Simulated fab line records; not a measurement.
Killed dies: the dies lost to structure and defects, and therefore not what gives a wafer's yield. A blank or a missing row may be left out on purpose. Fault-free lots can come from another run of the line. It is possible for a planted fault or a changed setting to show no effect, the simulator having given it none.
A struck lot beside a sound one -- flow sky130 -- 23 out of 708 route steps
Sound: the wafers L854.2, L854.3, L854.6. Wafers struck: L864.1, L864.2. At the end, the cause is stated.
Per side, at each step with rows, come the tool, then ch with its chambers, and then its first start. Under that, the readings that differ: sound wafers -- struck wafers -- difference of the means -- sigmas: that difference in standard deviations of wafers without a fault.
alike: words and numbers the same on both sides, and readings whose means are apart by under 2 such deviations; not compared: readings that were withheld, readings missing a value for some wafer, numbers with overlapping values and no deviation given by the record, and bounds like >300 which may hide the same value.
A row with sigmas, a row that says differs or no value, or rows on one side alone: a step with any of these is where the two part. When numbers do not overlap yet have no deviation, they are printed without sigmas and do not part them. A reading that every wafer of one side lacks parts them only if that side has two wafers or more.

first, 4 steps without rows for these wafers: SKY_METAL5_SOFTBAKE_10 (time 60 s); SKY_METAL5_EXPOSE_11 (exposes mask MM5, target cd 1600 nm); SKY_METAL5_PEB_12; SKY_METAL5_DEVELOP_13 (develop time 60 s).
SKY_METAL5_DESCUM_14: chemistry O2, time 11 s.
  sound on rie_metal-04 ch 0,1, day 45 17:54; struck on rie_metal-02 ch 0,1, day 48 11:04
  alike: drypump_motor_current_A, oes_product_au
  not compared: rf_hours_counter_h
SKY_METAL5_METAL_ETCH_15: etches the open film in Cl2/BCl3, stops on SiO2, target depth 1260 nm, time 252 s.
  sound on rie_metal-04 ch 0,1, day 45 17:56; struck on rie_metal-02 ch 0,1, day 48 11:06
  alike: drypump_motor_current_A, oes_product_au, throttle_valve_pct
  not compared: rf_hours_counter_h
SKY_METAL5_STRIP_16: strips in O2/N2.
  sound on plasma_asher-02 ch 0, day 45 18:10; struck on plasma_asher-02 ch 0,1, day 48 11:20
  alike: drypump_motor_current_A, o2_flow_sccm, oes_product_au, strip_time_to_endpoint_s
  not compared: rf_hours_counter_h
then, 3 steps without rows for these wafers: SKY_METAL5_STRIP_17 (strips in post etch residue remover, time 1200 s); SKY_METAL5_CLEAN_18 (cleans in IPA, time 180 s); SKY_METAL5_CLEAN_19 (cleans in O3/DIW).
SKY_PASSIVATION_CVD_00: deposits SiO2, target thk 90 nm.
  sound on pecvd-01 ch 0,1, day 45 18:46; struck on pecvd-01 ch 0,2, day 48 11:56
  alike: heater_power_w
SKY_PASSIVATION_THK_MEAS_01:
  sound: film_metro-01 at day 45 18:47; struck: film_metro-02 at day 48 11:58
  alike: PASSIVATION_CVD_00_THK
SKY_PASSIVATION_CVD_02: deposits Si3N4, target thk 540 nm.
  sound on pecvd-04 ch 1,2, day 45 18:50; struck on pecvd-03 ch 0,1, day 48 12:01
reading,sound,struck,difference,sigmas
model.Si3N4_of_PASSIVATION_CVD_02.thk_nm (nm),535 535.5 544.9,913.9 904.4,+370.7,
  alike: heater_power_w
SKY_PASSIVATION_THK_MEAS_03:
  sound: film_metro-01 at day 45 19:04; struck: film_metro-03 at day 48 12:29
reading,sound,struck,difference,sigmas
PASSIVATION_CVD_02_THK (nm),535 535 545,913 904,+370,+49
  not compared: hold
then, 6 steps without rows for these wafers: SKY_PASSIVATION_HMDS_05 (prime time 60 s); SKY_PASSIVATION_COAT_06 (resist thk 3000 nm); SKY_PASSIVATION_SOFTBAKE_07; SKY_PASSIVATION_EXPOSE_08 (exposes mask NSM, target cd 3000 nm); SKY_PASSIVATION_PEB_09; SKY_PASSIVATION_DEVELOP_10 (develop time 60 s).
SKY_PASSIVATION_ETCH_11: etches the open film in CF4/O2, stops on AlCu, target depth 725 nm, time 161.1 s.
  sound on rie_diel-03 ch 0,2,3, day 46 17:06; struck on rie_diel-01 ch 0,2, day 49 07:28
reading,sound,struck,difference,sigmas
cf4_flow_sccm (sccm),80.43 80.23 80.40,79.68 79.92,-0.55,-2
oes_product_au (a.u.),0.966 0.973 0.987,1.006 1.014,+0.035,+5
model.etch.depth_nm (nm),697.8 699.5 710.2,724.7 736,+27.9,
model.PASSIVATION.feature_depth_nm (nm),697.8 699.5 710.2,724.7 736,+27.9,
  alike: drypump_motor_current_A, throttle_valve_pct
  not compared: rf_hours_counter_h
SKY_PASSIVATION_STRIP_12: strips in O2/N2.
  sound on plasma_asher-04 ch 0,1, day 46 17:13; struck on plasma_asher-03 ch 0,1, day 49 07:34
  alike: drypump_motor_current_A, o2_flow_sccm, oes_product_au, strip_time_to_endpoint_s
  not compared: rf_hours_counter_h
SKY_PAD_OPEN_PROBE_99:
  sound: prober-02 at day 47 16:20; struck: prober-02 at day 50 06:56
reading,sound,struck,difference,sigmas
hold,- - -,await_dispo/2.0h/release await_dispo/2.0h/release,no value on the sound wafers,
defect_limited_yield (%),80.1 82.3 82.7,0 0,-82,-48
killed_at_other,1 1 0,397 415,+405,+99 or more
killed_dies,98 87 85,492 492,+402,+49
killed_on_rim,16 19 18,96 96,+78,+21
sort_bin_5_function (%),11.4 10.8 8.3,90.0 93.1,+81.4,+63
sort_n_pass,394 405 407,0 0,-402,-49
sort_yield_pct (%),80.1 82.3 82.7,0 0,-82,-48
  alike: killed_at_M0_to_M3, killed_at_M4_up, killed_at_contacts, killed_at_front_end, killed_open, killed_short, sort_bin_3_pad_short, sort_bin_6_memory

== WHERE THEY PART ==
Last at SKY_PAD_OPEN_PROBE_99 as far as this record goes, first at SKY_PASSIVATION_THK_MEAS_03.

WHY: what the simulator had put in
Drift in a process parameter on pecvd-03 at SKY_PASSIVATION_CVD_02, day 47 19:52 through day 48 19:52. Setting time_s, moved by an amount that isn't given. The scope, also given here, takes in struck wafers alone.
